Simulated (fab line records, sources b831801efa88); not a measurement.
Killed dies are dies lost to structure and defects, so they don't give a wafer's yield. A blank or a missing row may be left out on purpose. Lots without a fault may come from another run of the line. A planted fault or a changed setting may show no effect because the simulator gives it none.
Which tool did it? | flow sky130 | 6 lots, 17 wafers sampled, at 2 steps of a route of 708

WHAT THE GAUGES READ, wafer by wafer
SKY_GATE_OXIDE_THK_MEAS_02.
lot  | measured     | on            | GATE_OXIDE_OXIDATION_00_THK (nm)
L324 | day 14 00:43 | film_metro-04 | 10.11 10.29 10.24
L330 | day 15 15:41 | film_metro-03 | 10.61 10.61 10.54
L335 | day 17 09:59 | film_metro-02 | 7.65 7.63 7.68 7.59 7.62 7.84
L341 | day 19 15:10 | film_metro-03 | 10.03 10.12 10.09
L344 | day 20 10:02 | film_metro-04 | 10.51 10.40 10.43
L346 | day 20 22:44 | film_metro-03 | 10.31 10.27

WHICH TOOL RAN EACH LOT (tool, then ch and the chambers of the sampled wafers, then the start)
lot  | SKY_GATE_OXIDE_OXIDATION_01
L324 | furnace-02 ch 0, day 13 23:17
L330 | furnace-02 ch 0, day 15 14:17
L335 | furnace-02 ch 0, day 17 08:32
L341 | furnace-01 ch 0, day 19 13:45
L344 | furnace-01 ch 0, day 20 08:38
L346 | furnace-01 ch 0, day 20 21:18
- SKY_GATE_OXIDE_OXIDATION_01: stabilise 600 s, purge 300 s, target thk 10.268 nm.

THE ANSWER, worked out from the rows above alone
Rule: what is usual is taken from the lots themselves. Put in order of their means at a reading, lots are off if they are a third of the lots or fewer, leave a main group of 4 or more, and stand apart from it by a gap of 3 or more times the standard deviation of the main group's means; of several such gaps the widest counts. A main group whose means are all the same, to the digits that the tables above print for the reading, isn't used. A lot without any number at a reading at which 4 lots or more have one is off too. The other lots that the step has rows for count as sound.
Off: L335, at SKY_GATE_OXIDE_THK_MEAS_02 (GATE_OXIDE_OXIDATION_00_THK). The main group: mean 10.32 nm, standard deviation 0.18.
A tool fits if, at a process step before that reading, it ran every lot that is off, and no sound lot after the first of them. The gauges at SKY_GATE_OXIDE_THK_MEAS_02 are tried like those tools. Can't be told from this: 2 tools fit, furnace-02 at SKY_GATE_OXIDE_OXIDATION_01, film_metro-02 at SKY_GATE_OXIDE_THK_MEAS_02.

WHAT THE SIMULATOR HAD PUT IN
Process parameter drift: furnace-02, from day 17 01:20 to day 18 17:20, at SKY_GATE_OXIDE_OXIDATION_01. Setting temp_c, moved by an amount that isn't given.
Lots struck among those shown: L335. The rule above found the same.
